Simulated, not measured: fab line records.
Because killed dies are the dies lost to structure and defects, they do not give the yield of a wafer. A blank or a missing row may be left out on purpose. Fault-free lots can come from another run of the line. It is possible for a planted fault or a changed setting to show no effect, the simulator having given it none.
fab line records	flow sfq_line
record lots=14	wafers=42	last_day=87
route steps=325 shown L0@4 L0V@25 I0@53 I1@74
lots with no fault: from the same line, run without faults
start_h: the number of hours between the record's first day and the start of the first shown wafer of the lot	wait_h: hours elapsed since this lot's preceding step	" identical to the entry in the row above	L1.1+2: one row covering several wafers at once	- value missing, or start not given	* or withheld: withheld	< > ~ a bound
route shown NAME@n: names a module that has steps shown in the file, with the first one's number in the route	usual: mean/standard deviation taken from wafers without a fault	same: alike in all rows	chamber/n: place in a boat	sites: the reading at each site	_std_site: their standard deviation	_edge_site: the outer-site mean with the inner-site mean subtracted	radius_mm: for every site, how far away it sits from the centre of the wafer	mask NAME#n: copy n	behind: tool/chamber where the wafer was last shaped	hold: reason for holding the lot/hours on hold/outcome of the hold	device: transistor that didn't switch, given as n, p or np	end of line: the route-end tests of the same wafers	where a step has no rows: the recipe by itself	killed: the dies lost at the first sort to structure and to defects; this is not the yield of the wafer	map: shows each die of a wafer: x if killed, . if not, _ if none is there
set.NAME: the setting as run; set.NAME@STEP: as run at that earlier step	model.NAME: the simulator's own value behind a step, which no gauge read
one table for each step of the route and one row for each wafer, over a sample of lots
services: when a tool's chamber went out of use (start_h, in hours from the record's first day, below 0 if earlier), for how many hours, and the reason
## steps
# step SFQ_L0_RS_MEAS_901
# recipe thk_meas_gauge=four-point-probe	reads=MoNx_KI_of_TRILAYER_L0_DEP_SPUTTER_003
# usual L0_MONX_KI_RS=43.7/0.51
lot.wafer	tool	chamber	start_h	wait_h	L0_MONX_KI_RS[ohm/sq]
L236.4	film_metro-04	-	12.62	0.1	43.3
L236.5	"	-	"	"	43.3
L236.6	"	-	"	"	42.8
L237.1	film_metro-04	-	17.56	0.0	42.7
L237.2	"	-	"	"	43.2
L237.3	"	-	"	"	43.9
L238.1	film_metro-01	-	22.56	0.0	43.8
L238.2	"	-	"	"	42.9
L238.6	"	-	"	"	43.4
L240.3	film_metro-02	-	32.60	0.1	44.4
L240.4	"	-	"	"	44.0
L240.5	"	-	"	"	43.6
L241.3	film_metro-01	-	37.60	0.1	43.8
L241.4	"	-	"	"	44.3
L241.5	"	-	"	"	43.0
L243.1	film_metro-01	-	47.56	0.0	43.5
L243.5	"	-	"	"	42.7
L243.6	"	-	"	"	43.1
L244.2	film_metro-04	-	52.58	0.1	43.4
L244.3	"	-	"	"	43.4
L244.5	"	-	"	"	43.2
L245.1	film_metro-04	-	57.56	0.0	43.3
L245.3	"	-	"	"	43.7
L245.4	"	-	"	"	43.3
L246.1	film_metro-02	-	62.56	0.0	43.2
L246.3	"	-	"	"	43.2
L246.4	"	-	"	"	43.1
L247.2	film_metro-01	-	67.58	0.1	43.2
L247.5	"	-	"	"	43.2
L247.6	"	-	"	"	43.4
L248.2	film_metro-02	-	72.58	0.1	44.3
L248.3	"	-	"	"	44.0
L248.5	"	-	"	"	44.0
L250.3	film_metro-01	-	82.60	0.1	44.2
L250.4	"	-	"	"	43.8
L250.6	"	-	"	"	43.7
L251.1	film_metro-04	-	87.56	0.0	43.3
L251.2	"	-	"	"	43.4
L251.3	"	-	"	"	43.7
L259.1	film_metro-04	-	127.56	0.0	43.6
L259.3	"	-	"	"	43.8
L259.5	"	-	"	"	43.8
# step SFQ_TRILAYER_L0_VIA_ETCH_VIA_ETCH_016
# recipe target=SiO2	stop_on=MoNx_KI	mask_material=PR	chemistry=CHF3	target_depth_nm=80	source_w=500	bias_w=80	pressure_mtorr=30	time_s=withheld
# usual chamber_pressure_mTorr=30.001/0.027	drypump_motor_current_A=5.6/0.58	oes_product_au=0.845/0.0081
lot.wafer	tool	chamber	start_h	wait_h	chamber_pressure_mTorr	drypump_motor_current_A	oes_product_au
L236.4	rie_diel-04	3	158.50	0.0	29.995	6.0	0.861
L236.5	"	2	"	"	29.966	5.2	0.843
L236.6	"	1	"	"	29.992	4.9	0.840
L237.1	rie_diel-01	1	166.45	0.0	29.965	5.0	0.846
L237.2	"	2	"	"	30.036	5.8	0.846
L237.3	"	3	"	"	29.964	6.1	0.835
L238.1	rie_diel-01	0	176.05	0.0	29.992	5.5	0.840
L238.2	"	3	"	"	29.972	6.0	0.837
L238.6	"	0	"	"	29.981	5.5	0.835
L240.3	rie_diel-04	0	192.97	0.0	29.952	5.1	0.841
L240.4	"	3	"	"	29.999	6.0	0.857
L240.5	"	0	"	"	30.002	5.1	0.846
L241.3	rie_diel-04	0	200.17	0.0	29.982	5.1	0.842
L241.4	"	2	"	"	29.988	5.2	0.852
L241.5	"	0	"	"	29.962	5.1	0.856
L243.1	rie_diel-01	3	221.08	0.0	30.001	6.0	0.843
L243.5	"	3	"	"	29.963	6.0	0.855
L243.6	"	2	"	"	30.015	5.8	0.861
L244.2	rie_diel-04	0	227.18	0.0	29.992	5.1	0.849
L244.3	"	3	"	"	30.028	6.0	0.849
L244.5	"	0	"	"	30.000	5.1	0.859
L245.1	rie_diel-01	3	230.78	0.0	29.987	6.0	0.833
L245.3	"	2	"	"	30.032	5.8	0.847
L245.4	"	0	"	"	29.970	5.4	0.849
L246.1	rie_diel-03	1	240.38	0.0	29.994	6.8	0.830
L246.3	"	2	"	"	30.000	6.4	0.838
L246.4	"	3	"	"	30.034	5.8	0.852
L247.2	rie_diel-04	3	248.78	0.0	29.993	6.0	0.844
L247.5	"	1	"	"	29.979	4.9	0.853
L247.6	"	0	"	"	29.998	5.1	0.845
L248.2	rie_diel-01	1	251.18	0.0	30.014	5.0	0.840
L248.3	"	3	"	"	29.993	6.1	0.833
L248.5	"	1	"	"	30.011	5.0	0.851
L250.3	rie_diel-04	2	265.87	0.0	30.043	5.2	0.843
L250.4	"	3	"	"	29.986	6.0	0.836
L250.6	"	2	"	"	29.958	5.1	0.840
L251.1	rie_diel-03	3	275.47	0.0	29.988	5.8	0.845
L251.2	"	2	"	"	30.026	6.4	0.844
L251.3	"	1	"	"	30.026	6.8	0.831
L259.1	rie_diel-03	1	333.32	0.0	29.977	6.8	0.835
L259.3	"	2	"	"	30.005	6.4	0.829
L259.5	"	2	"	"	29.963	6.4	0.844
# step SFQ_I0_OVL_MEAS_908
# usual I0_OVL=0/6
lot.wafer	tool	chamber	start_h	wait_h	I0_OVL[nm]
L236.4	overlay-02	-	388.13	0.1	-2
L236.5	"	-	"	"	-6
L236.6	"	-	"	"	-7
L237.1	overlay-01	-	402.24	0.1	-1
L237.2	"	-	"	"	-1
L237.3	"	-	"	"	-1
L238.1	overlay-02	-	428.35	0.1	2
L238.2	"	-	"	"	-3
L238.6	"	-	"	"	3
L240.3	overlay-02	-	436.76	0.1	-4
L240.4	"	-	"	"	-6
L240.5	"	-	"	"	-5
L241.3	overlay-02	-	442.76	0.1	5
L241.4	"	-	"	"	3
L241.5	"	-	"	"	1
L243.1	overlay-01	-	471.55	0.1	-3
L243.5	"	-	"	"	1
L243.6	"	-	"	"	-5
L244.2	overlay-02	-	481.28	0.1	2
L244.3	"	-	"	"	-3
L244.5	"	-	"	"	-2
L245.1	overlay-01	-	492.19	0.1	-6
L245.3	"	-	"	"	-5
L245.4	"	-	"	"	-7
L246.1	overlay-02	-	505.51	0.1	-2
L246.3	"	-	"	"	-2
L246.4	"	-	"	"	-1
L247.2	overlay-01	-	531.88	0.1	-5
L247.5	"	-	"	"	-14
L247.6	"	-	"	"	-11
L248.2	overlay-01	-	536.68	0.1	8
L248.3	"	-	"	"	5
L248.5	"	-	"	"	4
L250.3	overlay-02	-	551.09	0.1	5
L250.4	"	-	"	"	3
L250.6	"	-	"	"	9
L251.1	overlay-01	-	564.27	0.1	1
L251.2	"	-	"	"	2
L251.3	"	-	"	"	3
L259.1	overlay-01	-	633.12	0.1	1
L259.3	"	-	"	"	2
L259.5	"	-	"	"	3
# step SFQ_TRILAYER_I1_CMP_CMP_046
# recipe material=SiO2	down_force_psi=3	platen_rpm=60	pad_velocity_m_s=0.94248
# usual motor_current_A=10.2/1	slurry_filter_dp_kPa=13.51/0.14	time_to_endpoint_s=213/7.1
lot.wafer	tool	chamber	start_h	wait_h	motor_current_A	slurry_filter_dp_kPa	time_to_endpoint_s
L236.4	cmp-01	0	394.20	1.0	9.9	13.33	222
L236.5	"	2	395.20	2.0	9.1	13.37	222
L236.6	"	3	"	"	10.1	13.38	217
L237.2	cmp-01	3	408.72	1.0	9.9	13.50	224
L237.1	"	0	"	"	9.0	13.59	212
L237.3	"	2	410.22	2.5	9.0	13.71	213
L238.1	cmp-02	3	610.10	13.8	10.7	13.42	211
L238.2	"	0	"	"	8.4	13.40	201
L238.6	"	1	"	"	10.5	13.76	208
L240.3	cmp-02	1	615.10	12.4	10.7	13.56	204
L240.4	"	2	"	"	11.5	13.49	204
L240.5	"	2	617.60	14.8	11.4	13.25	202
L241.3	cmp-01	2	617.92	11.6	9.3	13.21	216
L241.4	"	0	618.92	12.5	9.6	13.52	224
L241.5	"	3	620.42	14.0	9.4	13.72	215
L243.1	cmp-01	0	629.92	4.4	9.7	13.54	219
L243.5	"	0	631.92	6.3	10.2	13.37	222
L243.6	"	1	"	"	8.5	13.59	218
L244.3	cmp-02	0	639.78	2.0	9.0	13.67	210
L244.2	"	2	640.78	3.0	11.7	13.33	208
L244.5	"	0	641.78	4.0	8.7	13.50	216
L245.4	cmp-01	2	645.58	2.1	8.6	13.42	223
L245.3	"	3	"	"	10.3	13.45	216
L245.1	"	1	647.08	3.6	8.3	13.50	210
L246.3	cmp-02	3	652.17	0.5	10.4	13.34	214
L246.4	"	0	"	"	8.7	13.47	226
L246.1	"	1	"	"	11.4	13.52	219
L247.2	cmp-02	2	670.07	1.6	11.0	13.34	207
L247.5	"	0	671.07	2.6	8.9	13.47	213
L247.6	"	1	"	"	10.8	13.51	216
L248.3	cmp-02	2	676.41	0.6	10.7	13.77	201
L248.2	"	0	677.41	1.6	8.7	13.41	168
L248.5	"	2	678.41	2.5	11.5	13.45	200
L250.4	cmp-01	2	691.12	4.4	9.0	13.59	229
L250.3	"	3	"	"	9.9	13.38	208
L250.6	"	2	693.12	6.4	9.3	13.52	213
L251.2	cmp-02	1	703.09	3.2	10.7	13.70	209
L251.3	"	3	704.09	4.2	10.7	13.44	209
L251.1	"	0	"	"	8.6	13.52	172
L259.3	cmp-01	2	777.72	2.1	9.4	13.77	214
L259.1	"	0	778.72	3.1	10.2	13.38	218
L259.5	"	1	"	"	8.3	13.48	217
# step SFQ_TRILAYER_I1_METRO_MEASURE_047
# usual thk_nm=200.0/0.88
lot.wafer	tool	chamber	start_h	wait_h	thk_nm
L236.4	film_metro-01	-	396.92	0.6	201.5
L236.5	"	-	"	"	199.8
L236.6	"	-	"	"	198.8
L237.1	film_metro-02	-	411.84	0.1	201.0
L237.2	"	-	"	"	201.5
L237.3	"	-	"	"	201.9
L238.1	film_metro-02	-	612.22	0.1	198.3
L238.2	"	-	"	"	199.6
L238.6	"	-	"	"	200.2
L240.3	film_metro-01	-	618.62	0.5	201.1
L240.4	"	-	"	"	200.3
L240.5	"	-	"	"	199.7
L241.3	film_metro-02	-	621.44	0.5	201.2
L241.4	"	-	"	"	201.2
L241.5	"	-	"	"	199.9
L243.1	film_metro-04	-	633.04	0.1	200.3
L243.5	"	-	"	"	199.3
L243.6	"	-	"	"	199.6
L244.2	film_metro-02	-	643.10	0.3	199.2
L244.3	"	-	"	"	200.6
L244.5	"	-	"	"	200.1
L245.1	film_metro-04	-	648.70	0.1	199.6
L245.3	"	-	"	"	198.8
L245.4	"	-	"	"	199.2
L246.1	film_metro-01	-	654.79	0.1	199.7
L246.3	"	-	"	"	199.4
L246.4	"	-	"	"	198.9
L247.2	film_metro-01	-	672.39	0.3	198.9
L247.5	"	-	"	"	199.4
L247.6	"	-	"	"	198.5
L248.2	film_metro-01	-	679.73	0.3	249.9
L248.3	"	-	"	"	199.8
L248.5	"	-	"	"	198.6
L250.3	film_metro-04	-	694.14	0.5	199.4
L250.4	"	-	"	"	200.5
L250.6	"	-	"	"	200.0
L251.1	film_metro-01	-	706.21	0.1	249.1
L251.2	"	-	"	"	200.0
L251.3	"	-	"	"	199.6
L259.1	film_metro-02	-	780.34	0.1	200.6
L259.3	"	-	"	"	200.7
L259.5	"	-	"	"	199.4
# step SFQ_TRILAYER_I1_VIA_ETCH_VIA_ETCH_052
# recipe target=SiO2	stop_on=Nb	mask_material=PR	taper_deg=20	chemistry=CHF3	target_depth_nm=260	source_w=500	bias_w=80	pressure_mtorr=30	time_s=withheld
# usual chamber_pressure_mTorr=30.000/0.026	drypump_motor_current_A=5.5/0.49	oes_product_au=0.854/0.005
lot.wafer	tool	chamber	start_h	wait_h	chamber_pressure_mTorr	drypump_motor_current_A	oes_product_au
L236.4	rie_diel-01	0	558.35	0.0	30.015	5.4	0.853
L236.5	"	0	"	"	30.003	5.5	0.849
L236.6	"	1	"	"	29.994	5.1	0.851
L237.1	rie_diel-01	0	567.11	0.0	30.030	5.4	0.855
L237.2	"	1	"	"	29.988	5.0	0.863
L237.3	"	2	"	"	29.978	5.8	0.864
L238.1	rie_diel-02	0	616.26	0.0	29.991	6.0	0.851
L238.2	"	1	"	"	29.969	4.8	0.852
L238.6	"	3	"	"	30.061	5.7	0.854
L240.3	rie_diel-01	0	622.39	0.0	29.967	5.4	0.855
L240.4	"	3	"	"	29.942	6.0	0.854
L240.5	"	1	"	"	30.023	5.0	0.849
L241.3	rie_diel-01	3	625.92	0.0	30.005	6.1	0.863
L241.4	"	0	"	"	29.963	5.5	0.861
L241.5	"	2	"	"	30.019	5.9	0.858
L243.1	rie_diel-02	3	773.46	0.0	30.008	5.7	0.858
L243.5	"	3	"	"	30.006	5.7	0.856
L243.6	"	1	"	"	29.964	4.8	0.850
L244.2	rie_diel-01	2	790.26	0.0	30.079	5.9	0.846
L244.3	"	3	"	"	29.989	6.1	0.853
L244.5	"	2	"	"	29.983	5.8	0.845
L245.1	rie_diel-02	1	798.66	0.0	30.022	4.8	0.857
L245.3	"	2	"	"	29.977	6.2	0.856
L245.4	"	0	"	"	30.026	6.0	0.846
L246.1	rie_diel-02	3	808.26	0.0	29.977	5.7	0.853
L246.3	"	0	"	"	29.996	6.0	0.849
L246.4	"	1	"	"	29.989	4.8	0.853
L247.2	rie_diel-04	0	819.19	0.0	30.033	5.1	0.852
L247.5	"	1	"	"	29.998	4.9	0.852
L247.6	"	0	"	"	30.003	5.0	0.849
L248.2	rie_diel-04	3	823.79	0.0	30.042	6.1	0.978
L248.3	"	0	"	"	29.979	5.1	0.852
L248.5	"	2	"	"	30.000	5.1	0.859
L250.3	rie_diel-04	0	834.84	0.0	29.948	5.1	0.854
L250.4	"	2	"	"	29.992	5.2	0.843
L250.6	"	0	"	"	29.951	5.1	0.848
L251.1	rie_diel-04	0	845.06	0.0	30.010	5.1	0.971
L251.2	"	2	"	"	29.994	5.2	0.859
L251.3	"	1	"	"	30.010	4.9	0.849
L259.1	rie_diel-04	0	921.04	0.0	29.973	5.1	0.859
L259.3	"	3	"	"	30.039	6.1	0.853
L259.5	"	0	"	"	30.014	5.1	0.853
## services
tool	chamber	start_h	hours	kind
rie_diel-01	1	143.49	3.8	repair
rie_diel-04	-	257.31	2.8	pm
rie_diel-04	2	273.53	7.0	repair
rie_diel-04	2	313.39	21.3	repair
rie_diel-04	0	317.51	21.3	repair
rie_diel-04	3	322.98	4.1	repair
rie_diel-01	2	353.11	6.4	repair
rie_diel-04	3	407.03	5.0	repair
rie_diel-01	1	443.63	5.3	repair
rie_diel-04	1	451.64	10.6	repair
rie_diel-01	3	508.11	8.9	repair
rie_diel-04	2	522.88	4.6	repair
rie_diel-04	0	589.72	8.8	repair
rie_diel-04	2	690.26	10.6	repair
rie_diel-01	1	697.42	5.9	repair
rie_diel-04	-	752.43	0.6	repair
rie_diel-04	2	771.79	19.3	repair
rie_diel-04	3	788.19	3.5	repair
rie_diel-01	0	801.07	4.8	repair
rie_diel-04	3	810.86	10.1	repair
rie_diel-01	1	850.79	3.8	repair
rie_diel-04	0	857.66	2.5	repair
rie_diel-04	1	896.74	5.3	repair
rie_diel-04	2	898.43	14.4	repair
## key
first_sign step=SFQ_TRILAYER_I1_CMP_CMP_046	reading=time_to_endpoint_s	direction=down	sigmas=6.1	usual=*	struck=*
effect step=SFQ_TRILAYER_I1_METRO_MEASURE_047	reading=thk_nm	direction=up	sigmas=56	usual=200.0	struck=249.5
effect step=SFQ_TRILAYER_I1_VIA_ETCH_VIA_ETCH_052	reading=oes_product_au	direction=up	sigmas=24	usual=0.854	struck=0.974
met_at SFQ_TRILAYER_I1_CMP_CMP_046
struck_lots L248,L251
struck_wafers L248.2,L251.1
not_acting_at SFQ_L0_RS_MEAS_901,SFQ_TRILAYER_L0_VIA_ETCH_VIA_ETCH_016,SFQ_I0_OVL_MEAS_908
fault kind=process_parameter_drift	tool=cmp-02	chamber=0	onset_h=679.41	steps=SFQ_TRILAYER_I1_CMP_CMP_046	channel=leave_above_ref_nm	offset=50	shape=step	end_h=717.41	acts_in=these_recipes_only	stated=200
